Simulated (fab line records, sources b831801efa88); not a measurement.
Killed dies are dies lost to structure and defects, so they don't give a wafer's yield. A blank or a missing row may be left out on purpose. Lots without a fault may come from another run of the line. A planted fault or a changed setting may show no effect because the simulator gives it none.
Which tool did it? | flow sfq_line | 16 lots, 48 wafers sampled, at 5 steps of a route of 325

WHAT THE GAUGES READ, wafer by wafer
SFQ_M1_OVL_MEAS_911.
lot  | measured     | on         | M1_OVL (nm)
L132 | day 18 15:32 | overlay-01 | 5 2 7
L133 | day 18 21:39 | overlay-01 | 3 -9 -7
L134 | day 19 04:51 | overlay-02 | 0 1 -2
L135 | day 19 15:39 | overlay-02 | 3 0 11
L136 | day 21 07:25 | overlay-01 | 6 -2 14
L138 | day 21 18:14 | overlay-01 | -1 0 -3
L139 | day 22 03:49 | overlay-01 | 5 -5 6
L140 | day 22 17:02 | overlay-01 | 2 2 -8
L142 | day 23 05:04 | overlay-02 | 9 5 0
L143 | day 23 15:17 | overlay-02 | -2 1 -10
L144 | day 24 03:52 | overlay-02 | 8 4 -7
L145 | day 24 12:17 | overlay-02 | 5 1 1
L146 | day 24 21:52 | overlay-01 | 3 2 6
L147 | day 25 05:17 | overlay-02 | -11 -1 -9
L148 | day 31 19:51 | overlay-02 | -4 -9 0
L153 | day 34 11:32 | overlay-02 | -1 -3 -7

SFQ_I1_OVL_MEAS_913.
lot  | measured     | on         | I1_OVL (nm)
L132 | day 25 19:41 | overlay-02 | 0 -7 -3
L133 | day 26 00:28 | overlay-01 | -2 1 1
L134 | day 26 07:40 | overlay-01 | 4 0 2
L135 | day 26 16:05 | overlay-02 | -2 -3 -2
L136 | day 28 08:55 | overlay-02 | 4 5 7
L138 | day 28 17:20 | overlay-02 | 1 7 3
L139 | day 29 05:19 | overlay-01 | -1 5 -7
L140 | day 29 14:56 | overlay-02 | -3 -3 8
L142 | day 30 01:51 | overlay-02 | -3 2 1
L143 | day 30 12:40 | overlay-01 | -1 -7 -1
L144 | day 30 22:15 | overlay-01 | -5 -8 5
L145 | day 31 05:28 | overlay-01 | 160 169 170 157 164 165
L146 | day 31 15:03 | overlay-01 | 166 168 167 162 164 163
L147 | day 31 23:28 | overlay-02 | 167 165 168 163 162 165
L148 | day 32 03:37 | overlay-02 | -19 -12 -19
L153 | day 35 04:15 | overlay-02 | 168 168 169 165 165 166

WHICH TOOL RAN EACH LOT (tool, then ch and the chambers of the sampled wafers, then the start)
lot  | SFQ_TRILAYER_I0_VIA_BARC_OPEN_VIA_ETCH_046 | SFQ_TRILAYER_I0_VIA_STRIP_STRIP_035 | SFQ_TRILAYER_I1_VIA_LITHO_EXPOSE_050
L132 | rie_diel-03 ch 0,3, day 13 02:52           | rie_metal-01 ch 0,1, day 13 03:01   | krf_scanner-02 ch 0, day 25 18:22
L133 | rie_diel-01 ch 2,3, day 13 06:28           | rie_metal-02 ch 0, day 13 06:37     | krf_scanner-02 ch 0, day 25 22:58
L134 | rie_diel-01 ch 0,1, day 13 14:52           | rie_metal-03 ch 1, day 13 15:01     | krf_scanner-02 ch 0, day 26 06:10
L135 | rie_diel-03 ch 0,1,3, day 13 20:52         | rie_metal-03 ch 1, day 13 21:13     | krf_scanner-02 ch 0, day 26 14:46
L136 | rie_diel-03 ch 0,1,3, day 15 02:23         | rie_metal-03 ch 0,1, day 15 02:33   | krf_scanner-02 ch 0, day 28 07:25
L138 | rie_diel-01 ch 1,2, day 15 13:11           | rie_metal-01 ch 0,1, day 15 13:21   | krf_scanner-02 ch 0, day 28 16:01
L139 | rie_diel-01 ch 0,2, day 15 20:14           | rie_metal-02 ch 0,1, day 15 20:23   | krf_scanner-02 ch 0, day 29 03:49
L140 | rie_diel-02 ch 1,3, day 16 05:14           | rie_metal-03 ch 0,1, day 16 05:23   | krf_scanner-02 ch 0, day 29 13:37
L142 | rie_diel-03 ch 0,1,3, day 23 01:35         | rie_metal-03 ch 0,1, day 23 01:44   | krf_scanner-01 ch 0, day 30 00:21
L143 | rie_diel-03 ch 0,2,3, day 23 11:11         | rie_metal-02 ch 0, day 23 11:56     | krf_scanner-01 ch 0, day 30 11:45
L144 | rie_diel-01 ch 0,1,3, day 24 00:23         | rie_metal-01 ch 0,1, day 24 00:32   | krf_scanner-01 ch 0, day 30 20:45
L145 | rie_diel-01 ch 0,1,3, day 24 08:47         | rie_metal-01 ch 0,1, day 24 09:08   | krf_scanner-01 ch 0, day 31 04:21
L146 | rie_diel-02 ch 2,3, day 24 18:23           | rie_metal-01 ch 1, day 24 18:32     | krf_scanner-01 ch 0, day 31 13:45
L147 | rie_diel-01 ch 1,2,3, day 25 01:35         | rie_metal-02 ch 0,1, day 25 02:01   | krf_scanner-01 ch 0, day 31 22:21
L148 | rie_diel-03 ch 0,2, day 25 07:43           | rie_metal-01 ch 0,1, day 25 07:52   | krf_scanner-02 ch 0, day 32 02:19
L153 | rie_diel-01 ch 1,3, day 28 00:34           | rie_metal-01 ch 0,1, day 28 00:43   | krf_scanner-01 ch 0, day 35 02:56
- SFQ_TRILAYER_I0_VIA_BARC_OPEN_VIA_ETCH_046: etches BARC in O2, target depth 125 nm, time 41.7 s.
- SFQ_TRILAYER_I0_VIA_STRIP_STRIP_035: strips in O2.
- SFQ_TRILAYER_I1_VIA_LITHO_EXPOSE_050: exposes mask I1, target cd 500 nm.

WHAT THE TOOLS THEMSELVES READ (means of the sampled wafers that have a number; where no wafer has one, the mark that the record gives instead)
SFQ_TRILAYER_I0_VIA_BARC_OPEN_VIA_ETCH_046.
lot  | tool        | drypump_motor_current_A (A) | oes_product_au (a.u.)
L132 | rie_diel-03 | 5.7                         | 0.688
L133 | rie_diel-01 | 5.8                         | 0.681
L134 | rie_diel-01 | 6.5                         | 0.683
L135 | rie_diel-03 | 5.7                         | 0.684
L136 | rie_diel-03 | 5.7                         | 0.679
L138 | rie_diel-01 | 6.0                         | 0.687
L139 | rie_diel-01 | 6.3                         | 0.682
L140 | rie_diel-02 | 5.5                         | 0.686
L142 | rie_diel-03 | 5.8                         | 0.685
L143 | rie_diel-03 | 5.5                         | 0.688
L144 | rie_diel-01 | 6.3                         | 0.683
L145 | rie_diel-01 | 6.2                         | 0.682
L146 | rie_diel-02 | 5.5                         | 0.688
L147 | rie_diel-01 | 5.9                         | 0.679
L148 | rie_diel-03 | 5.4                         | 0.685
L153 | rie_diel-01 | 6.1                         | 0.688

SFQ_TRILAYER_I0_VIA_STRIP_STRIP_035.
lot  | tool         | drypump_motor_current_A (A) | oes_product_au (a.u.)
L132 | rie_metal-01 | 6.0                         | 0.996
L133 | rie_metal-02 | 6.6                         | 0.998
L134 | rie_metal-03 | 6.1                         | 0.987
L135 | rie_metal-03 | 6.1                         | 0.991
L136 | rie_metal-03 | 5.9                         | 0.998
L138 | rie_metal-01 | 5.6                         | 1.012
L139 | rie_metal-02 | 6.4                         | 1.000
L140 | rie_metal-03 | 5.9                         | 0.996
L142 | rie_metal-03 | 5.7                         | 1.001
L143 | rie_metal-02 | 6.6                         | 0.998
L144 | rie_metal-01 | 6.0                         | 1.001
L145 | rie_metal-01 | 6.0                         | 1.007
L146 | rie_metal-01 | 6.3                         | 1.013
L147 | rie_metal-02 | 6.4                         | 1.008
L148 | rie_metal-01 | 5.6                         | 1.001
L153 | rie_metal-01 | 5.6                         | 1.004

SFQ_TRILAYER_I1_VIA_LITHO_EXPOSE_050.
lot  | tool           | reticle_temp_C (C)
L132 | krf_scanner-02 | 23.08
L133 | krf_scanner-02 | 22.97
L134 | krf_scanner-02 | 22.94
L135 | krf_scanner-02 | 23.03
L136 | krf_scanner-02 | 22.82
L138 | krf_scanner-02 | 22.90
L139 | krf_scanner-02 | 23.00
L140 | krf_scanner-02 | 22.85
L142 | krf_scanner-01 | 23.00
L143 | krf_scanner-01 | 22.92
L144 | krf_scanner-01 | 23.05
L145 | krf_scanner-01 | 23.05
L146 | krf_scanner-01 | 22.98
L147 | krf_scanner-01 | 22.99
L148 | krf_scanner-02 | 22.97
L153 | krf_scanner-01 | 22.99

THE ANSWER, worked out from the rows above alone
Rule: what is usual is taken from the lots themselves. Put in order of their means at a reading, lots are off if they are a third of the lots or fewer, leave a main group of 4 or more, and stand apart from it by a gap of 3 or more times the standard deviation of the main group's means; of several such gaps the widest counts. A main group whose means are all the same, to the digits that the tables above print for the reading, isn't used. A lot without any number at a reading at which 4 lots or more have one is off too. The other lots that the step has rows for count as sound. The gauges are gone through in route order, then the tools' own readings, and for those a lot's mean is taken as printed above. The first step at which some lot is off is used, and at that step the reading that is off furthest; a lot without a number counts as furthest.
Off: L145, L146, L147, L153, at SFQ_I1_OVL_MEAS_913 (I1_OVL). The main group: mean -1 nm, standard deviation 5.3.
A tool fits if, at a process step before that reading, it ran every lot that is off, and no sound lot after the first of them. The gauges at SFQ_I1_OVL_MEAS_913 are tried like those tools. One fits: krf_scanner-01 at SFQ_TRILAYER_I1_VIA_LITHO_EXPOSE_050. Its last sound lot is L144 (day 30 20:45), its first lot that is off L145 (day 31 04:21): a fault that began between those two fits.

WHAT THE SIMULATOR HAD PUT IN
Scanner matching overlay: krf_scanner-01, from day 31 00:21 on, at SFQ_TRILAYER_I1_VIA_LITHO_EXPOSE_050. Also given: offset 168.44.
Lots struck among those shown: L145, L146, L147, L153. The rule above found the same.
